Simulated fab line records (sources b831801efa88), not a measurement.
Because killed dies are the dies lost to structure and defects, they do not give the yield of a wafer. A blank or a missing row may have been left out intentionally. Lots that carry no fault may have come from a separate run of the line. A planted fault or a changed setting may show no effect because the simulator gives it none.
Struck lot and sound lot, side by side    flow sky130    22 steps out of a route of 708
Sound: the wafers L472.2, L472.4, L472.5. Wafers struck: L484.4, L484.5, L484.6. At the end, the cause is stated.
Each step with rows lists, per side, the tool, then ch with its chambers, then its first start. Under that, the readings that differ: sound wafers    struck wafers    difference of the means    sigmas: that difference in standard deviations of wafers without a fault.
alike: readings whose means differ by less than 2 such deviations, and words and numbers that are the same on both sides. not compared: withheld readings, readings that some wafer has no value for, bounds like >300 that may hide the same value, and numbers for which the record gives no deviation and whose values overlap.
The two part at a step that has a row with sigmas, a row that says differs or no value, or rows on one side only. Numbers that don't overlap but have no deviation are shown without sigmas and don't part them. A reading that every wafer of one side lacks parts them only if that side has two wafers or more.

SKY_METAL3_SPUTTER_00: material Ti, target thk 15 nm, time 10 s.
  struck on pvd_sputter-02, day 42 10:50; sound on pvd_sputter-02, day 39 10:34
  alike: throttle_valve_pct
then, 1 step without rows for these wafers: SKY_METAL3_SPUTTER_01 (material TiN, target thk 20 nm, time 16.7 s).
SKY_METAL3_SPUTTER_02: material AlCu, target thk 735 nm, time 39.1 s.
  struck on pvd_sputter-02, day 42 10:53; sound on pvd_sputter-02, day 39 10:37
  alike: throttle_valve_pct
then, 1 step without rows for these wafers: SKY_METAL3_SPUTTER_03 (material Ti, target thk 5 nm, time 3.3 s).
SKY_METAL3_SPUTTER_04: material TiN, target thk 70 nm, time 58.3 s.
  struck on pvd_sputter-02, day 42 10:56; sound on pvd_sputter-02, day 39 10:40
  alike: throttle_valve_pct
SKY_CAPM_CVD_00: deposits SiO2, target thk 15.5 nm.
  sound on pecvd-01 ch 1,2, day 39 10:43; struck on pecvd-02 ch 0,1,2, day 42 11:00
reading             sound        struck       difference  sigmas
heater_power_w (W)  769 753 809  535 592 639  -188        -2
SKY_CAPM_THK_MEAS_01:
  struck on film_metro-04, day 42 11:02; sound on film_metro-03, day 39 10:44
  alike: CAPM_CVD_00_THK
SKY_CAPM_SPUTTER_02: material TiN, target thk 200 nm, time 166.7 s.
  struck on pvd_sputter-01, day 42 11:04; sound on pvd_sputter-01, day 39 10:47
  alike: throttle_valve_pct
SKY_CAPM_RS_MEAS_03: the measuring method here is four-point-probe.
  struck on film_metro-03, day 42 11:14; sound on film_metro-03, day 39 10:55
  alike: CAPM_TIN_RS
SKY_CAPM_THK_MEAS_04: measures by xrf.
  struck on film_metro-03, day 42 11:20; sound on film_metro-03, day 39 11:02
  alike: CAPM_TIN_THK
then, 2 steps without rows for these wafers: SKY_CAPM_DEHYDRATE_05 (time 60 s); SKY_CAPM_HMDS_06 (prime time 60 s).
SKY_CAPM_COAT_07: resist thk 1140 nm.
  sound on litho_track-02 ch 0, day 39 22:32; struck on litho_track-02 ch 0, day 42 22:38
reading                                    sound                 struck                difference  sigmas
spin_speed_rpm (rpm)                       2999.8 2995.5 2998.5  3584.0 3584.6 3584.5  +586.4      +99 or more
model.NOVOLAK_of_CAPM_COAT_07.thk_nm (nm)  1133 1139 1131        1043 1044 1044        -91         
  alike: resist_line_temp_C
then, 4 steps without rows for these wafers: SKY_CAPM_SOFTBAKE_08 (time 60 s); SKY_CAPM_EXPOSE_09 (exposes mask CAPM, target cd 1000 nm); SKY_CAPM_PEB_10; SKY_CAPM_DEVELOP_11 (develop time 60 s).
SKY_CAPM_OVL_MEAS_12:
  struck on overlay-01, day 43 09:47; sound on overlay-01, day 40 10:18
  alike: CAPM_OVL
SKY_CAPM_METAL_ETCH_13: etches TiN in Cl2/BCl3, stops on SiO2, target depth 220 nm, time 62.9 s.
  sound on rie_metal-04 ch 1, day 40 10:20; struck on rie_metal-01 ch 0,1, day 43 09:50
reading                                    sound              struck             difference  sigmas
drypump_motor_current_A (A)                6.5 6.5 6.5        5.1 5.9 5.1        -1.1        -2
he_backside_leak_sccm (sccm)               2.93 2.94 2.72     3.52 3.59 3.49     +0.67       +2
model.NOVOLAK_of_CAPM_COAT_07.thk_nm (nm)  986.4 992.4 984.1  896.5 899.3 896.6  -90.2       
model.CAPM.cd_nm (nm)                      1000 998.9 995.7   991.1 988.6 991.7  -7.7        
  alike: bcl3_flow_sccm, oes_product_au, throttle_valve_pct
  not compared: rf_hours_counter_h
SKY_CAPM_STRIP_14: strips in O2/N2.
  sound on plasma_asher-04 ch 0,1, day 40 10:24; struck on plasma_asher-04 ch 0,1, day 43 09:55
reading                       sound              struck             difference  sigmas
strip_time_to_endpoint_s (s)  12.58 12.65 12.56  11.52 11.57 11.53  -1.06       -24
  alike: drypump_motor_current_A, oes_product_au
  not compared: rf_hours_counter_h
then, 1 step without rows for these wafers: SKY_CAPM_STRIP_15 (strips in post etch residue remover, time 1200 s).
SKY_PAD_OPEN_PROBE_99:
  the record has rows for the sound wafers here (prober-01, day 48 06:05) and none for the struck ones

## WHERE THEY PART
Earliest at SKY_CAPM_CVD_00; latest, in this record, at SKY_PAD_OPEN_PROBE_99.

WHY: what the simulator had put in
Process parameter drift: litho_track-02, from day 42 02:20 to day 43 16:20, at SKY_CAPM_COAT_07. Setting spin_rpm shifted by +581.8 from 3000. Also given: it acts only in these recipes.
